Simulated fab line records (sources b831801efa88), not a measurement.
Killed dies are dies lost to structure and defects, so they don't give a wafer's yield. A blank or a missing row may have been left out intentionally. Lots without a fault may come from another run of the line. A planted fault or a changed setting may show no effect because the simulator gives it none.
Struck lot and sound lot, side by side -- flow gf180mcu -- 30 out of 602 route steps
Sound: wafers L517.1, L517.3, L517.5. Wafers struck: L527.1, L527.3, L527.5. The cause is given at the end.
For every step that has rows: the tool of each side, followed by ch and its chambers, followed by its first start. Under that, the readings that differ: sound wafers -- struck wafers -- difference of the means -- sigmas: that difference in standard deviations of wafers without a fault.
alike: words and numbers the same on both sides, and readings whose means are apart by under 2 such deviations; not compared: readings that were withheld, readings missing a value for some wafer, numbers with overlapping values and no deviation given by the record, and bounds like >300 which may hide the same value.
The two part at a step that has a row with sigmas, a row that says differs or no value, or rows on one side only. When numbers do not overlap yet have no deviation, they are printed without sigmas and do not part them. Lack of a reading on every wafer of one side parts them only where that side has two or more wafers.

first, 4 steps without rows for these wafers: GF_M1_SOFTBAKE_10 (time 60 s); GF_M1_EXPOSE_11 (exposes mask Metal1, target cd 230 nm); GF_M1_PEB_12 (peb time 90 s); GF_M1_DEVELOP_13 (develop time 60 s).
GF_M1_CD_MEAS_14: target cd 230 nm.
  struck on cd_sem-02, day 22 12:13; sound on cd_sem-01, day 19 01:46
  alike: cd_nm
GF_M1_OVL_MEAS_15:
  struck on overlay-01, day 22 12:20; sound on overlay-02, day 19 01:53
  alike: M1_OVL
GF_M1_METAL_ETCH_16: etches the open film in Cl2/BCl3, stops on SiO2, target depth 627.5 nm, time 104.6 s.
  sound on rie_metal-03 ch 0,1, day 19 01:56; struck on rie_metal-03 ch 0,1, day 22 12:23
reading,sound,struck,difference,sigmas
bias_w (W),140.8 140.5 140.4,139.7 139.2 140.0,-0.9,-2
  alike: drypump_motor_current_A, oes_product_au, rf_fwd_power_W, throttle_valve_pct
  not compared: rf_hours_counter_h
GF_M1_STRIP_17: strips in O2/N2.
  sound on plasma_asher-03 ch 0,1, day 19 02:02; struck on plasma_asher-02 ch 0,1, day 22 12:29
reading,sound,struck,difference,sigmas
strip_time_to_endpoint_s (s),7.97 7.94 7.93,7.82 7.86 7.86,-0.10,-2
  alike: drypump_motor_current_A, heater_power_w, oes_product_au
  not compared: rf_hours_counter_h
then, 3 steps without rows for these wafers: GF_M1_STRIP_18 (strips in post etch residue remover, time 1200 s); GF_M1_CLEAN_19 (cleans in DIW); GF_V1_CVD_00 (deposits SiO2, target thk 600 nm, time 100 s).
GF_V1_THK_MEAS_01:
  struck on film_metro-04, day 22 13:10; sound on film_metro-04, day 19 02:40
  alike: V1_CVD_00_THK
GF_V1_CVD_02: deposits SiO2 from TEOS, target thk 850 nm, time 94.851 s.
  sound on pecvd-02 ch 1,2, day 19 02:43; struck on pecvd-02 ch 0,2, day 22 13:13
reading,sound,struck,difference,sigmas
model.SiO2_of_V1_CVD_02.thk_nm (nm),837.3 837.7 856.1,822.1 823.6 833.3,-17.4,
  alike: heater_power_w, rf_fwd_power_W
  not compared: since_wet_clean_h
GF_V1_THK_MEAS_03:
  struck on film_metro-01, day 22 13:17; sound on film_metro-01, day 19 02:47
  alike: V1_CVD_02_THK
GF_V1_CMP_04: polishes SiO2.
  sound on cmp-01 ch 1,3, day 19 02:51; struck on cmp-01 ch 0,1,3, day 22 13:27
  alike: motor_current_A, time_to_endpoint_s
GF_V1_BOW_MEAS_05:
  struck on film_metro-04, day 22 13:39; sound on film_metro-02, day 19 03:09
  alike: V1_BOW
then, 8 steps without rows for these wafers: GF_V1_DEHYDRATE_06 (time 60 s); GF_V1_HMDS_07 (prime time 60 s); GF_V1_COAT_08; GF_V1_COAT_09 (resist thk 1000 nm); GF_V1_SOFTBAKE_10 (time 60 s); GF_V1_EXPOSE_11 (exposes mask Via1, target cd 260 nm); GF_V1_PEB_12 (peb time 90 s); GF_V1_DEVELOP_13 (develop time 60 s).
GF_V1_CD_MEAS_14: target cd 260 nm.
  struck on cd_sem-02, day 23 12:20; sound on cd_sem-01, day 20 03:52
reading,sound,struck,difference,sigmas
cd_nm (nm),258.9 258.0 259.0,265.9 264.6 264.4,+6.3,+5
GF_V1_OVL_MEAS_15:
  struck on overlay-02, day 23 12:27; sound on overlay-01, day 20 03:59
  alike: V1_OVL
GF_V1_ETCH_16: etches BARC in N2/H2.
  sound on rie_diel-04 ch 0,2,3, day 20 04:02; struck on rie_diel-04 ch 0,2, day 23 12:29
reading,sound,struck,difference,sigmas
model.V1.cd_nm (nm),258.1 257.7 258.8,265.7 264.8 264.4,+6.8,
  alike: bias_w, drypump_motor_current_A, oes_product_au, rf_fwd_power_W, throttle_valve_pct
GF_V1_ETCH_17: etches SiO2 in C4F8/O2/Ar, stops on TiN, target depth 630 nm.
  sound on rie_diel-04 ch 0,2,3; struck on rie_diel-04 ch 0,2
reading,sound,struck,difference,sigmas
model.V1.cd_nm (nm),258.3 258.1 259.5,265.7 264.6 264.4,+6.3,
  alike: bias_w, oes_product_au, rf_fwd_power_W
GF_V1_STRIP_18: strips in O2/N2.
  sound on plasma_asher-04 ch 0,1, day 20 04:10; struck on plasma_asher-01 ch 0,1, day 23 12:37
  alike: drypump_motor_current_A, heater_power_w, oes_product_au
  not compared: rf_hours_counter_h
GF_PASSIVATION_PROBE_99:
  the record holds rows for the sound wafers here (prober-02, day 30 14:53) but none for the struck ones

WHERE THEY PART
At GF_M1_METAL_ETCH_16 first; at GF_PASSIVATION_PROBE_99 last (within this record only).

WHY: what the simulator had put in
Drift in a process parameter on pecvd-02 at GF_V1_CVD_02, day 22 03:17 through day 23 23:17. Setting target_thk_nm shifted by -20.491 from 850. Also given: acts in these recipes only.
